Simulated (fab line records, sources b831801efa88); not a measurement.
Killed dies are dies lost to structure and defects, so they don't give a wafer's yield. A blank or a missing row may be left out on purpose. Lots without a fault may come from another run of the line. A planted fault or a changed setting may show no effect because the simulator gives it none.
fab line records | flow sky130
record lots=12 wafers=36 last_day=50
route steps=708 shown SONOS_ONO@182 GATE_OXIDE@201 POLY_GATE@234 PAD_OPEN@708
lots that met no fault: from a run of the same line without faults
start_h: hours from the record's first day to the start of the lot's first wafer shown | wait_h: hours since the lot's step before | " the same as in the row above | L1.1+2: a row that stands for several wafers | - no value, or no start given | * or withheld: withheld | < > ~ a bound
route shown NAME@n: a module of which the file shows steps, and the number in the route of the first | usual: mean/standard deviation of fault-free wafers | same: alike in all rows | chamber/n: place in a boat | sites: the reading at each site | _std_site: their standard deviation | _edge_site: outer sites' mean less inner sites' | radius_mm: how far each site lies from the wafer's centre | mask NAME#n: copy n | behind: the tool/chamber that last shaped the wafer | hold: why the lot was held/for how many hours/how that ended | device: the transistor (n, p or np) that didn't switch | end of line: the same wafers' tests at the end of the route | a step without rows: its recipe alone | killed: dies lost to structure and defects at the first sort, not the wafer's yield | map: a wafer's dies, x killed, . not, _ none there
set.NAME: the setting as run; set.NAME@STEP: as run at that earlier step | model.NAME: the simulator's own value behind a step, which no gauge read
steps of the route over a sample of lots; a table a step, a row a wafer
services: from which hour (start_h, from the record's first day; less than 0 if before it) a tool's chamber was out of use, for how many hours, and why
## steps
# step SKY_SONOS_ONO_OVL_MEAS_14
# usual SONOS_ONO_OVL=0.3/2
# columns lot.wafer tool chamber start_h wait_h SONOS_ONO_OVL[nm]
L532.2 overlay-02 - 288.15 0.1 -1.0
L532.3 " - " " -1.5
L532.5 " - " " -0.4
L533.1 overlay-01 - 291.35 0.1 2.5
L533.2 " - " " 3.4
L533.6 " - " " 1.0
L534.2 overlay-01 - 302.61 0.1 1.1
L534.4 " - " " 1.8
L534.6 " - " " 3.8
L537.3 overlay-01 - 329.67 0.1 -2.6
L537.4 " - " " 1.2
L537.5 " - " " -2.4
L540.2 overlay-01 - 356.60 0.1 1.2
L540.4 " - " " 3.0
L540.5 " - " " 0.8
L542.2 overlay-01 - 378.72 0.1 2.5
L542.4 " - " " -0.1
L542.6 " - " " 0.1
L547.1 overlay-02 - 416.59 0.1 -3.4
L547.5 " - " " -2.6
L547.6 " - " " -3.1
L550.1 overlay-02 - 449.39 0.1 -0.6
L550.2 " - " " -1.8
L550.5 " - " " 0.1
L551.4 overlay-01 - 458.43 0.1 3.9
L551.5 " - " " 2.1
L551.6 " - " " 4.1
L552.1 overlay-02 - 462.54 0.1 2.3
L552.4 " - " " 3.2
L552.5 " - " " 2.6
L554.1 overlay-01 - 464.55 0.1 -0.3
L554.4 " - " " 0.9
L554.5 " - " " 1.4
L553.2 overlay-02 - 468.10 0.1 0.7
L553.3 " - " " 0.8
L553.4 " - " " 0.6
# step SKY_SONOS_ONO_STRIP_17
# recipe chemistry=O2/N2 power_w=1400 pressure_mtorr=1500 platen_temp_c=withheld o2_flow_sccm=3000 n2_flow_sccm=300 overash_fraction=0.5
# usual drypump_motor_current_A=6.02/0.28 oes_product_au=0.711/0.0049 strip_time_to_endpoint_s=14.09/0.045
# columns lot.wafer tool chamber start_h wait_h drypump_motor_current_A oes_product_au rf_hours_counter_h strip_time_to_endpoint_s
L532.2 plasma_asher-03 1 288.28 0.0 6.01 0.709 46 14.09
L532.3 " 1 " " 6.02 0.707 - 14.09
L532.5 " 0 " " 6.43 0.710 - 14.12
L533.1 plasma_asher-03 1 291.50 0.0 6.01 0.710 46 14.06
L533.2 " 0 " " 6.42 0.716 46 14.14
L533.6 " 0 " " 6.41 0.717 - 14.11
L534.2 plasma_asher-01 1 302.75 0.0 6.02 0.710 62 14.15
L534.4 " 0 " " 5.60 0.706 - 14.11
L534.6 " 1 " " 6.01 0.713 - 14.10
L537.3 plasma_asher-04 1 329.84 0.0 5.98 0.705 - 14.04
L537.4 " 0 " " 6.19 0.716 - 14.06
L537.5 " 1 " " 5.95 0.713 - 14.05
L540.2 plasma_asher-03 1 356.73 0.0 6.01 0.708 52 14.06
L540.4 " 0 " " 6.42 0.709 - 14.07
L540.5 " 1 " " 6.01 0.718 - 14.01
L542.2 plasma_asher-01 0 378.85 0.0 5.59 0.717 69 14.11
L542.4 " 0 " " 5.58 0.707 - 14.08
L542.6 " 1 " " 6.05 0.704 - 14.08
L547.1 plasma_asher-04 1 416.82 0.0 5.94 0.707 76 14.01
L547.5 " 1 " " 5.97 0.704 - 14.07
L547.6 " 0 " " 6.26 0.710 - 14.08
L550.1 plasma_asher-03 0 449.53 0.0 6.40 0.701 62 14.22
L550.2 " 1 " " 6.02 0.721 62 14.15
L550.5 " 1 " " 6.03 0.705 - 14.15
L551.4 plasma_asher-01 1 458.59 0.0 6.04 0.712 - 14.16
L551.5 " 1 " " 6.03 0.712 - 14.17
L551.6 " 0 " " 5.62 0.709 - 14.13
L552.1 plasma_asher-01 0 462.68 0.0 5.59 0.719 76 14.12
L552.4 " 0 " " 5.57 0.710 - 14.16
L552.5 " 1 " " 6.04 0.710 - 14.12
L554.1 plasma_asher-01 0 464.69 0.0 5.57 0.718 76 14.18
L554.4 " 1 " " 6.03 0.711 - 14.16
L554.5 " 1 " " 6.03 0.712 - 14.17
L553.2 plasma_asher-01 1 468.23 0.0 6.05 0.713 76 14.12
L553.3 " 0 " " 5.59 0.710 - 14.12
L553.4 " 1 " " 6.07 0.704 - 14.08
# step SKY_GATE_OXIDE_TW_MEAS_14
# usual GATE_OXIDE_TW=226.3/1.6
# columns lot.wafer tool chamber start_h wait_h GATE_OXIDE_TW
L532.2 film_metro-02 - 317.28 0.1 225.1
L532.3 " - " " 227.6
L532.5 " - " " 225.8
L533.1 film_metro-04 - 319.66 0.1 223.0
L533.2 " - " " 223.8
L533.6 " - " " 223.5
L534.2 film_metro-01 - 330.88 0.1 228.5
L534.4 " - " " 226.4
L534.6 " - " " 226.9
L537.3 film_metro-02 - 359.38 0.1 226.0
L537.4 " - " " 225.7
L537.5 " - " " 226.5
L540.2 film_metro-02 - 388.22 0.1 227.3
L540.4 " - " " 226.9
L540.5 " - " " 226.8
L542.2 film_metro-02 - 410.82 0.1 225.6
L542.4 " - " " 226.7
L542.6 " - " " 225.4
L547.1 film_metro-02 - 449.52 0.1 225.6
L547.5 " - " " 225.7
L547.6 " - " " 226.0
L550.1 film_metro-04 - 483.69 0.1 222.6
L550.2 " - " " 223.9
L550.5 " - " " 222.6
L551.4 film_metro-01 - 492.90 0.1 228.7
L551.5 " - " " 228.0
L551.6 " - " " 227.4
L552.1 film_metro-04 - 496.18 0.1 224.9
L552.4 " - " " 223.4
L552.5 " - " " 223.6
L554.1 film_metro-02 - 498.06 0.1 226.9
L554.4 " - " " 227.9
L554.5 " - " " 227.8
L553.2 film_metro-01 - 501.97 0.1 227.5
L553.3 " - " " 228.1
L553.4 " - " " 228.7
# step SKY_POLY_GATE_OXIDATION_20
# recipe temp_c=850 ambient=O2 stabilise_s=600 purge_s=300 target_thk_a=40 ox_time_s=899
# usual spike_tc_bottom_C=869.2/1.5 spike_tc_centre_C=851.0/1 spike_tc_lower_C=850.0/1.3 spike_tc_top_C=861.7/2.9 spike_tc_upper_C=848.2/1.3 zone_power_centre_pct=18.47/0.29 zone_power_lower_pct=15.9/0.66
# same ox_time_s=899
# columns lot.wafer tool chamber start_h wait_h spike_tc_bottom_C spike_tc_centre_C spike_tc_lower_C spike_tc_top_C spike_tc_upper_C zone_power_centre_pct zone_power_lower_pct
L532.2 furnace-02 0 376.76 0.6 868.9 850.4 849.7 864.8 849.0 18.24 15.2
L532.3 " 0 " " 871.8 851.2 851.2 865.5 848.3 18.42 15.4
L532.5 " 0 " " 871.3 851.3 852.0 861.9 848.9 18.09 15.3
L533.1 furnace-01 0 381.63 1.2 868.4 850.8 849.0 859.2 847.2 18.92 16.6
L533.2 " 0 " " 865.6 851.5 849.1 857.8 847.9 18.69 16.5
L533.6 " 0 " " 868.3 850.3 849.7 858.5 847.2 18.70 16.7
L534.2 furnace-02 0 396.51 0.6 868.4 850.2 850.3 864.0 848.9 18.27 15.6
L534.4 " 0 " " 868.2 850.9 849.7 863.4 849.2 18.60 15.2
L534.6 " 0 " " 870.4 852.0 851.2 864.2 849.9 18.16 15.4
L537.3 furnace-01 0 424.62 1.2 867.2 852.6 849.8 859.7 846.0 19.01 16.7
L537.4 " 0 " " 867.3 850.6 848.8 857.5 845.9 18.54 16.7
L537.5 " 0 " " 868.0 851.0 849.4 858.3 848.8 18.54 16.4
L540.2 furnace-01 0 455.77 2.1 894.6 876.5 875.9 884.0 873.7 20.60 17.5
L540.4 " 0 " " 890.6 875.6 873.5 882.4 872.5 19.87 18.0
L540.5 " 0 " " 892.6 875.7 872.5 881.3 871.6 20.07 17.9
L542.2 furnace-01 0 476.23 0.0 894.2 875.2 874.4 882.9 871.2 19.83 17.9
L542.4 " 0 " " 892.4 875.1 874.0 880.9 871.3 19.27 17.3
L542.6 " 0 " " 892.4 874.4 873.2 883.0 871.7 19.86 17.7
L547.1 furnace-02 0 515.71 0.0 870.9 851.9 851.6 862.4 847.6 18.67 15.3
L547.5 " 0 " " 869.5 850.7 848.1 865.4 849.2 18.60 15.5
L547.6 " 0 " " 869.6 850.7 850.4 862.8 848.3 18.66 15.2
L550.1 furnace-01 0 549.22 0.0 867.8 851.0 850.5 856.8 847.9 18.70 16.8
L550.2 " 0 " " 868.7 849.7 849.5 859.3 848.9 18.61 16.9
L550.5 " 0 " " 867.2 848.8 848.3 858.5 847.1 18.91 16.7
L551.4 furnace-01 0 559.19 0.0 866.6 849.8 849.3 857.2 846.5 18.91 16.7
L551.5 " 0 " " 867.8 849.8 850.1 860.5 846.8 18.38 16.9
L551.6 " 0 " " 868.6 851.6 850.6 859.5 847.5 18.60 16.9
L552.1 furnace-02 0 561.92 0.0 868.9 851.6 849.3 862.5 848.4 18.71 15.7
L552.4 " 0 " " 870.8 852.6 851.1 862.8 848.4 18.54 15.3
L552.5 " 0 " " 870.1 850.4 851.9 864.1 850.6 18.61 15.3
L554.1 furnace-02 0 565.47 0.0 870.1 851.4 850.7 863.1 848.4 18.30 15.2
L554.4 " 0 " " 869.4 850.3 849.3 863.0 848.9 18.00 15.4
L554.5 " 0 " " 869.8 849.9 850.5 863.6 849.8 18.17 15.5
L553.2 furnace-02 0 567.07 0.0 870.8 850.9 850.0 864.1 847.5 18.23 15.3
L553.3 " 0 " " 870.6 852.3 852.4 864.0 850.4 18.31 15.4
L553.4 " 0 " " 870.2 853.4 851.2 864.6 849.4 18.28 15.2
# step SKY_POLY_GATE_THK_MEAS_21
# recipe reads=SiO2_of_POLY_GATE_OXIDATION_20
# usual POLY_GATE_OXIDATION_THK=3.98/0.09
# columns lot.wafer tool chamber start_h wait_h POLY_GATE_OXIDATION_THK[nm]
L532.2 film_metro-01 - 378.02 0.0 3.95
L532.3 " - " " 3.89
L532.5 " - " " 3.98
L533.1 film_metro-01 - 382.88 0.0 4.09
L533.2 " - " " 4.00
L533.6 " - " " 4.07
L534.2 film_metro-02 - 397.86 0.1 3.90
L534.4 " - " " 3.87
L534.6 " - " " 3.86
L537.3 film_metro-01 - 425.89 0.0 3.92
L537.4 " - " " 3.85
L537.5 " - " " 3.96
L540.2 film_metro-02 - 457.03 0.0 5.45
L540.4 " - " " 5.36
L540.5 " - " " 5.39
L542.2 film_metro-02 - 477.49 0.0 5.24
L542.4 " - " " 5.34
L542.6 " - " " 5.26
L547.1 film_metro-01 - 516.96 0.0 4.00
L547.5 " - " " 4.00
L547.6 " - " " 3.91
L550.1 film_metro-03 - 550.47 0.0 4.03
L550.2 " - " " 3.98
L550.5 " - " " 4.02
L551.4 film_metro-03 - 560.47 0.0 4.06
L551.5 " - " " 4.22
L551.6 " - " " 4.14
L552.1 film_metro-01 - 563.17 0.0 4.05
L552.4 " - " " 4.07
L552.5 " - " " 4.04
L554.1 film_metro-03 - 566.72 0.0 4.07
L554.4 " - " " 4.19
L554.5 " - " " 4.03
L553.2 film_metro-03 - 568.33 0.0 4.10
L553.3 " - " " 4.06
L553.4 " - " " 4.03
# step SKY_PAD_OPEN_PROBE_99
# usual killed_at_M0_to_M3=44/7 killed_at_M4_up=3.2/2 killed_at_contacts=25/5.3 killed_at_front_end=15/4.3 killed_at_other=0.3/0.54 killed_dies=86/8.7 killed_open=47/6.4 killed_short=39/5.6
# same gross_dies=492 killed_at_back_side=0
# columns lot.wafer tool chamber start_h wait_h killed_at_M0_to_M3 killed_at_M4_up killed_at_contacts killed_at_front_end killed_at_other killed_dies killed_open killed_short
L542.2 prober-02 - 1144.10 0.1 45 4 26 15 0 90 46 43
L542.4 prober-02 - 1144.20 0.2 42 1 18 17 1 79 42 35
L542.6 prober-02 - 1144.30 0.2 46 5 20 20 1 92 50 42
# killed by level:class
L542.2 CONTACT:geometric_particle:open=10 VIA1:geometric_particle:open=9 METAL2:geometric_particle:short=8 LI_CONTACT:geometric_particle:open=7 METAL1:geometric_particle:short=6 VIA2:geometric_particle:open=6 LOCAL_INTERCONNECT:geometric_particle:short=5 VIA1:geometric_particle:short=5
L542.4 VIA1:geometric_particle:open=7 VIA3:geometric_particle:open=7 LI_CONTACT:geometric_particle:open=6 VIA1:geometric_particle:short=6 CONTACT:geometric_particle:open=5 VIA2:geometric_particle:short=5 POLY_GATE:geometric_particle:open=4 VIA2:geometric_particle:open=4
L542.6 VIA3:geometric_particle:open=11 LI_CONTACT:geometric_particle:open=8 VIA1:geometric_particle:open=8 VIA2:geometric_particle:open=7 CONTACT:geometric_particle:open=6 FIELD_ISO:geometric_particle:short=5 POLY_GATE:geometric_particle:short=5 METAL4:geometric_particle:short=4
## services
# columns tool chamber start_h hours kind
furnace-02 - 264.91 3.2 pm
plasma_asher-01 - 275.52 14.6 pm
plasma_asher-03 - 319.79 3.2 repair
furnace-01 - 325.42 3.7 pm
plasma_asher-01 - 352.47 6.1 repair
plasma_asher-01 - 354.64 6.3 repair
plasma_asher-01 - 396.24 4.5 repair
plasma_asher-04 - 401.99 0.6 repair
plasma_asher-04 - 421.25 9.0 pm
plasma_asher-04 0 421.25 9.0 vent_cycle
plasma_asher-04 1 421.25 9.0 vent_cycle
furnace-02 - 421.39 2.9 pm
plasma_asher-04 0 430.25 - clean
plasma_asher-04 1 430.25 - clean
plasma_asher-01 - 442.55 13.8 repair
furnace-02 - 445.65 2.6 pm
furnace-01 - 492.35 3.3 pm
furnace-02 - 546.64 4.1 pm
## key
first_sign step=SKY_POLY_GATE_OXIDATION_20 reading=spike_tc_centre_C direction=up sigmas=24 usual=851.0 struck=875.4
effect step=SKY_POLY_GATE_OXIDATION_20 reading=spike_tc_lower_C direction=up sigmas=18 usual=850.0 struck=873.9
effect step=SKY_POLY_GATE_THK_MEAS_21 reading=POLY_GATE_OXIDATION_THK direction=up sigmas=15 usual=3.98 struck=5.34
met_at SKY_POLY_GATE_OXIDATION_20
struck_lots L540,L542
tester_left_out L540,L542
not_acting_at SKY_SONOS_ONO_OVL_MEAS_14,SKY_SONOS_ONO_STRIP_17,SKY_GATE_OXIDE_TW_MEAS_14
onset_between 424.62 455.77
fault kind=process_parameter_drift tool=furnace-01 chamber=- onset_h=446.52 steps=SKY_POLY_GATE_OXIDATION_20 channel=temp_c offset=* shape=step end_h=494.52 acts_in=* stated=*
# tester_left_out: of these lots the tester's yield and bins aren't shown, on N5 and GAA mostly nor the transistor test; their killed dies are dies lost to structure and defects alone, not to doping, threshold or leakage, so they don't give the yield
